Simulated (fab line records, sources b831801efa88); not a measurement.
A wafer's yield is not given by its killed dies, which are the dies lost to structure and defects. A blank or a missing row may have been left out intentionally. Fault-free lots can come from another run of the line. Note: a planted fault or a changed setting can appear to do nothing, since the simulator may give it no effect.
fab line records    flow sky130    part 2 of 2: steps 29 to 38 of 38
record lots=5  wafers=15  last_day=49
route steps=708 shown VT_ADJUST_HVTR@141 VT_ADJUST_PCH@143 SONOS_TUNNEL@154 SONOS_ONO@168
lots untouched by any fault: they come from a run of this same line in which no faults occurred
start_h: the number of hours between the record's first day and the start of the first shown wafer of the lot    wait_h: how many hours have passed since the lot's step before this one    " same as the row above    L1.1+2: a single row standing in for several wafers    - value missing, or start not given    * or withheld: withheld    < > ~ a bound
route shown NAME@n: NAME is a module with steps in the file, n the number in the route of the first one    usual: mean/standard deviation taken from wafers without a fault    same: alike in all rows    chamber/n: place in a boat    sites: the reading at each site    _std_site: the standard deviation of these    _edge_site: the outer-site mean with the inner-site mean subtracted    radius_mm: for every site, how far away it sits from the centre of the wafer    mask NAME#n: copy n    behind: the last tool/chamber to shape the wafer    hold: the reason the lot was held/the length of the hold in hours/how it ended    device: the transistor (n, p or np) that didn't switch    end of line: the tests these same wafers got at the end of their route    a step with no rows: only its recipe    killed: dies lost to structure and defects at the first sort, not the wafer's yield    map: dies across one wafer; x = killed, . = not, _ = none there
set.NAME: the run value of the setting; set.NAME@STEP: its run value at that earlier step    model.NAME: the simulator's own value behind a step, which no gauge read
lots seen at some steps along the route; tables by step, rows by wafer
services: when a tool's chamber went out of use (start_h, in hours from the record's first day, below 0 if earlier), for how many hours, and the reason
## steps
# step SKY_SONOS_ONO_THK_MEAS_01
# recipe reads=SiO2_of_SONOS_ONO_OXIDATION_00
# usual SONOS_ONO_OXIDATION_THK=2.60/0.053
lot.wafer  tool           chamber  start_h  wait_h  SONOS_ONO_OXIDATION_THK[nm]
L074.4     film_metro-03  -        261.25   0.0     2.54
L074.5     "              -        "        "       2.56
L074.6     "              -        "        "       2.64
L078.1     film_metro-01  -        279.23   0.0     2.62
L078.3     "              -        "        "       2.56
L078.5     "              -        "        "       2.60
L079.3     film_metro-03  -        295.26   0.0     2.71
L079.4     "              -        "        "       2.77
L079.5     "              -        "        "       2.77
L084.2     film_metro-01  -        340.85   0.0     2.57
L084.4     "              -        "        "       2.62
L084.6     "              -        "        "       2.58
L089.1     film_metro-02  -        375.40   0.0     2.62
L089.5     "              -        "        "       2.63
L089.6     "              -        "        "       2.65
# step SKY_SONOS_ONO_CVD_02
# recipe material=Si3N4  precursor=DCS/NH3  target_thk_nm=10.5  temp_c=770  time_s=180  pressure_mtorr=250
# usual pressure_mtorr=250.0/0.44
lot.wafer  tool      chamber  start_h  wait_h  pressure_mtorr
L074.4     lpcvd-02  1        261.72   0.5     250.0
L074.5     "         1        "        "       250.0
L074.6     "         1        "        "       250.2
L078.1     lpcvd-02  1        279.29   0.1     249.1
L078.3     "         1        "        "       249.4
L078.5     "         1        "        "       249.9
L079.3     lpcvd-02  1        295.30   0.0     250.3
L079.4     "         1        "        "       249.9
L079.5     "         1        "        "       250.1
L084.2     lpcvd-02  1        340.90   0.0     249.8
L084.4     "         1        "        "       249.3
L084.6     "         1        "        "       250.2
L089.1     lpcvd-02  1        376.95   1.5     250.6
L089.5     "         1        "        "       250.7
L089.6     "         1        "        "       250.4
# step SKY_SONOS_ONO_THK_MEAS_03
# recipe reads=Si3N4_of_SONOS_ONO_CVD_02
# usual SONOS_ONO_CVD_02_THK=10.61/0.16
lot.wafer  tool           chamber  start_h  wait_h  SONOS_ONO_CVD_02_THK[nm]
L074.4     film_metro-01  -        262.80   0.0     10.67
L074.5     "              -        "        "       10.68
L074.6     "              -        "        "       10.65
L078.1     film_metro-01  -        280.34   0.0     10.42
L078.3     "              -        "        "       10.44
L078.5     "              -        "        "       10.46
L079.3     film_metro-03  -        296.37   0.0     10.65
L079.4     "              -        "        "       10.49
L079.5     "              -        "        "       10.68
L084.2     film_metro-02  -        342.48   0.0     10.65
L084.4     "              -        "        "       10.55
L084.6     "              -        "        "       10.53
L089.1     film_metro-03  -        378.00   0.0     10.37
L089.5     "              -        "        "       10.31
L089.6     "              -        "        "       10.52
# step SKY_SONOS_ONO_CVD_04
# recipe material=SiO2  precursor=SiH4/N2O  target_thk_nm=5.7199  temp_c=900  pressure_mtorr=400
# usual pressure_mtorr=399.9/0.93
lot.wafer  tool      chamber  start_h  wait_h  pressure_mtorr
L074.4     lpcvd-03  1        262.83   0.0     398.1
L074.5     "         1        "        "       399.0
L074.6     "         1        "        "       400.2
L078.1     lpcvd-03  0        280.40   0.1     397.5
L078.3     "         0        "        "       399.1
L078.5     "         0        "        "       398.1
L079.3     lpcvd-03  0        296.41   0.0     401.4
L079.4     "         0        "        "       399.9
L079.5     "         0        "        "       398.6
L084.2     lpcvd-03  0        342.53   0.0     400.3
L084.4     "         0        "        "       398.9
L084.6     "         0        "        "       399.8
L089.1     lpcvd-03  0        378.06   0.1     400.0
L089.5     "         0        "        "       400.0
L089.6     "         0        "        "       401.1
# step SKY_SONOS_ONO_THK_MEAS_05
# recipe reads=SiO2_of_SONOS_ONO_CVD_04
# usual SONOS_ONO_CVD_04_THK=5.77/0.12
lot.wafer  tool           chamber  start_h  wait_h  SONOS_ONO_CVD_04_THK[nm]
L074.4     film_metro-03  -        265.67   0.0     5.73
L074.5     "              -        "        "       5.68
L074.6     "              -        "        "       5.74
L078.1     film_metro-02  -        281.65   0.0     5.82
L078.3     "              -        "        "       5.93
L078.5     "              -        "        "       5.71
L079.3     film_metro-03  -        298.30   0.0     5.73
L079.4     "              -        "        "       5.70
L079.5     "              -        "        "       5.87
L084.2     film_metro-01  -        343.79   0.0     5.54
L084.4     "              -        "        "       5.55
L084.6     "              -        "        "       5.61
L089.1     film_metro-03  -        379.31   0.0     5.94
L089.5     "              -        "        "       5.86
L089.6     "              -        "        "       5.95
# step SKY_SONOS_ONO_DEHYDRATE_06
# recipe temp_c=200  time_s=60
# usual chill_plate_temp_C=23.00/0.11
lot.wafer  tool            chamber  start_h  wait_h  chill_plate_temp_C
L074.4     litho_track-04  0        276.65   11.0    22.93
L074.5     "               0        "        "       23.02
L074.6     "               0        "        "       22.94
L078.1     litho_track-03  0        292.69   11.0    23.13
L078.3     "               0        "        "       22.92
L078.5     "               0        "        "       23.12
L079.3     litho_track-04  0        310.53   12.2    23.08
L079.4     "               0        "        "       22.92
L079.5     "               0        "        "       23.15
L084.2     litho_track-01  0        357.33   13.5    23.03
L084.4     "               0        "        "       22.92
L084.6     "               0        "        "       23.09
L089.1     litho_track-03  0        393.69   14.4    22.94
L089.5     "               0        "        "       23.16
L089.6     "               0        "        "       22.90
# step SKY_SONOS_ONO_HMDS_07
# recipe prime_time_s=60  prime_temp_c=120
# usual chill_plate_temp_C=22.99/0.091
lot.wafer  tool            chamber  start_h  wait_h  chill_plate_temp_C
L074.4     litho_track-04  0        276.80   0.1     22.86
L074.5     "               0        "        "       23.01
L074.6     "               0        "        "       22.88
L078.1     litho_track-03  0        292.84   0.1     23.11
L078.3     "               0        "        "       23.08
L078.5     "               0        "        "       23.05
L079.3     litho_track-04  0        310.68   0.1     23.09
L079.4     "               0        "        "       23.03
L079.5     "               0        "        "       23.07
L084.2     litho_track-01  0        357.48   0.1     22.93
L084.4     "               0        "        "       23.05
L084.6     "               0        "        "       22.94
L089.1     litho_track-03  0        393.84   0.1     23.06
L089.5     "               0        "        "       22.96
L089.6     "               0        "        "       22.92
# step SKY_SONOS_ONO_COAT_08
# recipe resist=NOVOLAK  spin_rpm=3000  resist_thk_nm=1140
# usual chill_plate_temp_C=23.00/0.1
lot.wafer  tool            chamber  start_h  wait_h  chill_plate_temp_C
L074.4     litho_track-04  0        276.95   0.1     22.98
L074.5     "               0        "        "       23.16
L074.6     "               0        "        "       23.10
L078.1     litho_track-03  0        292.99   0.1     22.90
L078.3     "               0        "        "       22.97
L078.5     "               0        "        "       22.90
L079.3     litho_track-04  0        310.83   0.1     23.02
L079.4     "               0        "        "       23.13
L079.5     "               0        "        "       22.88
L084.2     litho_track-01  0        357.63   0.1     23.12
L084.4     "               0        "        "       23.11
L084.6     "               0        "        "       23.01
L089.1     litho_track-03  0        393.99   0.1     22.94
L089.5     "               0        "        "       23.04
L089.6     "               0        "        "       23.10
# step SKY_SONOS_ONO_SOFTBAKE_09
# recipe temp_c=90  time_s=60  resist=NOVOLAK
# usual chill_plate_temp_C=23.01/0.11
lot.wafer  tool            chamber  start_h  wait_h  chill_plate_temp_C
L074.4     litho_track-04  0        277.10   0.1     22.80
L074.5     "               0        "        "       23.04
L074.6     "               0        "        "       22.90
L078.1     litho_track-03  0        293.14   0.1     22.94
L078.3     "               0        "        "       22.97
L078.5     "               0        "        "       23.01
L079.3     litho_track-04  0        310.98   0.1     22.95
L079.4     "               0        "        "       23.03
L079.5     "               0        "        "       23.10
L084.2     litho_track-01  0        357.78   0.1     23.04
L084.4     "               0        "        "       23.02
L084.6     "               0        "        "       23.21
L089.1     litho_track-03  0        394.14   0.1     22.92
L089.5     "               0        "        "       23.06
L089.6     "               0        "        "       23.08
# step SKY_SONOS_ONO_EXPOSE_10
# recipe mask_id=ONOM  target_cd_nm=410  na=0.6  source_shape=conventional  sigma_outer=0.6  dose_mj=150
lot.wafer   tool              chamber  start_h  wait_h  mask
L074.4+5+6  iline_stepper-01  0        -        -       ONOM#0
L078.1+3+5  iline_stepper-01  0        -        -       ONOM#0
L079.3+4+5  iline_stepper-02  0        -        -       ONOM#0
L084.2+4+6  iline_stepper-02  0        -        -       ONOM#0
L089.1+5+6  iline_stepper-01  0        -        -       ONOM#0
## services
tool              chamber  start_h  hours  kind
implanter-03      -        196.85   13.7   pm
furnace-01        -        198.11   3.7    repair
plasma_asher-01   -        204.45   7.6    repair
iline_stepper-02  -        205.67   1.7    pm
implanter-03      -        219.53   16.9   repair
iline_stepper-01  -        219.81   11.2   repair
furnace-01        -        225.40   4.8    pm
plasma_asher-04   -        241.08   2.8    pm
plasma_asher-04   -        244.00   10.5   repair
iline_stepper-01  -        250.35   2.1    pm
furnace-01        -        252.52   4.6    pm
iline_stepper-02  -        259.53   2.1    pm
wet_bench-01      -        261.73   8.4    repair
implanter-03      -        269.59   0.7    repair
implanter-02      -        271.14   4.5    pm
iline_stepper-02  -        272.39   8.9    pm
plasma_asher-01   -        278.87   9.4    repair
iline_stepper-01  -        299.93   9.1    repair
iline_stepper-01  -        310.51   1.7    pm
lpcvd-03          -        327.15   2.8    pm
implanter-03      -        343.91   3.4    repair
iline_stepper-01  -        354.18   4.1    repair
plasma_asher-04   -        378.63   2.5    repair
furnace-01        -        394.22   3.9    pm
